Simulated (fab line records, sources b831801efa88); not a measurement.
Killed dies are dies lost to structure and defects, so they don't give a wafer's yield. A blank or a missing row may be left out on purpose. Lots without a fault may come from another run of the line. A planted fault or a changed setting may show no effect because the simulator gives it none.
Problem report in the 8D (eight disciplines) form, filled by code | flow sky130 | the parts of the form that need people (team, actions taken, sign-off) are left out

1. THE PROBLEM
SD_N_TW at SKY_SD_N_TW_MEAS_12 reads a mean of 30 on 3 wafers of 1 lot; wafers without a fault read 3969 with a standard deviation of 16. That is -99 or more standard deviations from the usual mean.
First seen on wafer L262.1, day 33 04:06, on film_metro-03. The record holds 39 wafers of 13 lots with a number at this step. Rule for "out", or "out of limits": more than 4 standard deviations from the usual mean. The other wafers with a number count as sound.

2. WHAT IT IS AND WHAT IT IS NOT
question                    | is                     | is not
which readings at this step | SD_N_TW                | -
which lots                  | L262                   | L253, L254, L255, L259, L261, L267, L268, L270, L272, L273, L274, L276
which wafers of those lots  | all that have a number | -
read on which gauges        | film_metro-03          | film_metro-02, film_metro-04
when                        | from day 33 04:06      | up to then (12 sound wafers); but 24 sound wafers of L261, L267, L268, L270, L272, L273, L274, L276 came after

3. SUSPECTS, AND WHAT RULES EACH OUT
Counting: a tool at a process step up to the reading stays a suspect if it ran every lot that is out and no sound lot after the first of them.
- the gauge at SKY_SD_N_TW_MEAS_12: ruled out. All the wafers that are out were read on film_metro-03, but those of them that SKY_RES_XHIGH_STRIP_08 has rows for are out there too, on other tools.
- plasma_asher-02 at SKY_SD_P_STRIP_10 (strips in O2/N2): ruled out as a lasting fault. Sound lots L261, L270, L273, L274, L276 ran on it after its first lot that is out, L262 (day 30 20:21).
- plasma_asher-01 at SKY_RES_XHIGH_STRIP_08 (strips in O2/N2): ruled out as a lasting fault. Sound lots L276 ran on it after its first lot that is out, L262 (day 32 00:38).
- plasma_asher-04 at SKY_SD_N_STRIP_11 (strips in O2/N2): ruled out as a lasting fault. Sound lots L276 ran on it after its first lot that is out, L262 (day 33 04:00).
Left after counting: nothing in the record.

4. THE CAUSE (what the simulator had put in)
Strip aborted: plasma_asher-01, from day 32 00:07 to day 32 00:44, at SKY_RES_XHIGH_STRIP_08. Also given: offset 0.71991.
Counting ruled it out, wrongly: the rule takes a fault to strike every lot that its tool runs from its start on, and this one did not.

5. THE CHAIN OF EFFECTS, in route order
Each row: a reading whose mean over the struck wafers that have a number lies more than 3 standard deviations from the usual. Only readings for which the record gives a usual standard deviation are gone through. hours: the time from each lot's start at the first step in this table that gives one to its start at this step, as a median over the lots. sigmas: the change in usual standard deviations.
hours | step                   | reading                  | usual      | on struck wafers | change | sigmas
0     | SKY_RES_XHIGH_STRIP_08 | oes_product_au           | 0.711 a.u. | 0.915            | +0.204 | +43
27    | SKY_SD_N_STRIP_11      | oes_product_au           | 0.528 a.u. | 0.579            | +0.051 | +12
27    | SKY_SD_N_STRIP_11      | strip_time_to_endpoint_s | 22.55 s    | 30.52            | +7.97  | +99 or more
27    | SKY_SD_N_TW_MEAS_12    | SD_N_TW                  | 3969       | 30               | -3939  | -99 or more
The process steps in it:
- SKY_RES_XHIGH_STRIP_08: strips in O2/N2.
- SKY_SD_N_STRIP_11: strips in O2/N2.
Readings that are blank on the struck wafers while sound wafers have them: strip_time_to_endpoint_s at SKY_RES_XHIGH_STRIP_08.

6. WHAT WOULD HAVE CAUGHT IT SOONER
In this record the first reading out of limits at a measuring or inspecting step was taken at day 33 04:06, 28 hours after the fault began at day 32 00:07.
The tool's own readings at SKY_RES_XHIGH_STRIP_08 were out on every struck wafer that the step has a row for (oes_product_au): an alarm limit on them would have fired on the first of those.
